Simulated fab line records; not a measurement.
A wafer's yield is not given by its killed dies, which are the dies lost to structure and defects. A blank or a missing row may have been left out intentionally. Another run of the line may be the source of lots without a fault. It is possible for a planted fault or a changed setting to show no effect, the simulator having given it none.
Split-lot experiment    flow gf180mcu    route with 602 steps; 5 lots, 23 wafers read

## ON THE SPLIT
At GF_HV_LDD_COAT_41 (resist thk 1000 nm), the setting resist thk nm was moved away from the recipe's 1000 nm on 6 of the 23 wafers read, by -4.5% to -1.9%. All remaining wafers had this setting at the recipe value.

The reading comes from the split's own step.

## THE READING
NOVOLAK_of_HV_LDD_COAT_41.thk nm (the simulator's own value, which no gauge read), in nm, at GF_HV_LDD_COAT_41 (resist thk 1000 nm). The file does not state a usual value for it. Across the 17 wafers here that went through the recipe, the average is 1000.0 nm and the standard deviation 3.1 nm.

wafer   tool, chamber at the split  resist thk nm as run, nm  against the recipe  NOVOLAK_of_HV_LDD_COAT_41.thk nm, nm  against lot-mates on the recipe
L074.3  litho track-01, 0           1000                      recipe              997                                   -
L074.4  litho track-01, 0           1000                      recipe              999.5                                 -
L074.5  litho track-01, 0           1000                      recipe              1002                                  -
L079.1  litho track-04, 0           954.7                     -4.5%               956.9                                 -43.7
L079.3  litho track-04, 0           1000                      recipe              1003                                  -
L079.4  litho track-04, 0           954.7                     -4.5%               958.7                                 -41.9
L079.5  litho track-04, 0           1000                      recipe              1000                                  -
L079.6  litho track-04, 0           1000                      recipe              998.9                                 -
L080.1  litho track-04, 0           1000                      recipe              1003                                  -
L080.2  litho track-04, 0           981.3                     -1.9%               983.4                                 -20.6
L080.3  litho track-04, 0           981.3                     -1.9%               986.1                                 -17.9
L080.5  litho track-04, 0           1000                      recipe              1005                                  -
L080.6  litho track-04, 0           1000                      recipe              1004                                  -
L081.1  litho track-01, 0           1000                      recipe              997                                   -
L081.3  litho track-01, 0           1000                      recipe              997.5                                 -
L081.4  litho track-01, 0           1000                      recipe              995.9                                 -
L081.5  litho track-01, 0           1000                      recipe              995.6                                 -
L081.6  litho track-01, 0           1000                      recipe              995.1                                 -
L082.2  litho track-03, 0           1000                      recipe              1003                                  -
L082.3  litho track-03, 0           1000                      recipe              1002                                  -
L082.4  litho track-03, 0           959                       -4.1%               958.2                                 -43.8
L082.5  litho track-03, 0           959                       -4.1%               959                                   -43.0
L082.6  litho track-03, 0           1000                      recipe              1001                                  -

THE FIT
A straight line over all 23 wafers: NOVOLAK_of_HV_LDD_COAT_41.thk nm changes by +9.57 nm for each +1% of resist thk nm; r = +0.98; the points scatter about the line by 3 nm.
The same after taking each lot's own level away (the mean of its wafers on the recipe; 23 wafers): +9.98 nm for each +1%; r = +1.00; scatter 1.7 nm.
Per that fit: largest resist thk nm move, reading shift of 45 nm.
The span of the lots' own levels, 996.22 to 1004.00 nm, comes to 2.5 times the standard deviation stated above.
Hence the lot-to-lot level has little effect on the slope; both slopes agree.
Check: -45.8 nm against its lot-mates is what the line predicts for one of the wafers moved furthest among these (-4.5%) when that wafer is left out of the fit. Against them it came out at -43.7 nm.

## THE OTHER SPLITS THESE WAFERS WENT THROUGH
Before the reading, these wafers also passed through other splits. Each is held against what the fit with the lots' levels taken away leaves over:
other split on the same wafers    wafers away from the commonest value  r with NOVOLAK_of_HV_LDD_COAT_41.thk nm (lot level and that fit taken away)
GF_POLY_GATE_OXIDATION_16 temp c  10                                    -0.24
GF_HV_LDD_IMPLANT_09 energy kev   6                                     +0.00
GF_HV_LDD_EXPOSE_28 dose mj       5                                     +0.12

## THE WHOLE CHAIN: every reading that the file lists as answering this split, in the file's order
step                what it does        reading                                                                            change (the file's fit)               r (the file's)
GF_HV_LDD_COAT_41   resist thk 1000 nm  NOVOLAK_of_HV_LDD_COAT_41.thk nm (the simulator's own value, which no gauge read)  +9.98 nm for each +1% of the setting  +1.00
GF_HV_LDD_STRIP_49  strips in O2/N2     strip time to endpoint s                                                           withheld for each +1% of the setting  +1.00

## FILE'S OWN FIT
NOVOLAK_of_HV_LDD_COAT_41.thk nm changes by +9.98 nm for each +1% of resist thk nm, r = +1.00.
